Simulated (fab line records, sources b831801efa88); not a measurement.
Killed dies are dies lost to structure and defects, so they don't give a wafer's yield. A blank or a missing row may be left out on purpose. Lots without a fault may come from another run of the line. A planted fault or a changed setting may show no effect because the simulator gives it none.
One fault seen from 2 desks | flow sky130 | each desk has only its own numbers; what lay behind them comes last

THE TOOL OWNER'S DESK: pvd_sputter-04
The tool's own readings at SKY_METAL5_SPUTTER_02 (material AlCu, target thk 1150 nm, time 61.2 s): means of the sampled wafers that have a number, for each lot that ran on this tool. A lot is out of limits, marked OUT, if its mean lies more than 4 standard deviations from the usual mean; the brackets give that distance.
Columns: A = cathode_dc_power_W at SKY_METAL5_SPUTTER_02, usual 10600 W; B = chamber_pressure_pa at SKY_METAL5_SPUTTER_02, usual 0.3999 Pa; C = throttle_valve_pct at SKY_METAL5_SPUTTER_02, usual 30.0 %
lot  | first seen here | A     | B      | C
L314 | day 44 13:53    | 10601 | 0.4003 | 30.0
L323 | day 47 13:04    | 10600 | 0.3992 | 29.8
L326 | day 48 14:16    | 10599 | 0.3996 | 30.4
L327 | day 48 17:25    | 10598 | 0.4001 | 30.4
L329 | day 49 01:28    | 10600 | 0.3999 | 29.7
This desk's finding: nothing out of limits on any of the 5 lots.

THE METROLOGY DESK
What the gauges read, lot by lot, whatever tool the lot ran on: means of the sampled wafers that have a number. A lot is out of limits, marked OUT, if its mean lies more than 4 standard deviations from the usual mean; the brackets give that distance.
Columns: A = VIA3_W_RS at SKY_VIA3_RS_MEAS_22, usual 0.295 ohm/sq; B = METAL5_ALCU_RS at SKY_METAL5_RS_MEAS_05, usual 0.0272 ohm/sq; C = METAL5_ALCU_THK at SKY_METAL5_THK_MEAS_06, usual 1144 nm
lot  | first seen here | A     | B      | C
L311 | day 40 17:07    | 0.294 | 0.0271 | 1151
L314 | day 41 11:52    | 0.296 | 0.0273 | 1131
L319 | day 43 11:49    | 0.296 | 0.0265 | 1175
L323 | day 44 17:01    | 0.297 | 0.0272 | 1147
L325 | day 45 09:38    | 0.299 | 0.0276 | 1132
L326 | day 45 20:37    | 0.292 | 0.0269 | 1160
L327 | day 46 01:41    | 0.297 | 0.0270 | 1145
L328 | day 46 08:14    | 0.296 | 0.0276 | 1120
L329 | day 46 09:00    | 0.296 | 0.0267 | 1160
L332 | day 46 17:11    | 0.294 | 0.0277 | 1120
This desk's finding: nothing out of limits on any of the 10 lots.

PUT TOGETHER
The tool owner's desk saw nothing out of limits.
The metrology desk saw nothing out of limits.

WHAT THE SIMULATOR HAD PUT IN
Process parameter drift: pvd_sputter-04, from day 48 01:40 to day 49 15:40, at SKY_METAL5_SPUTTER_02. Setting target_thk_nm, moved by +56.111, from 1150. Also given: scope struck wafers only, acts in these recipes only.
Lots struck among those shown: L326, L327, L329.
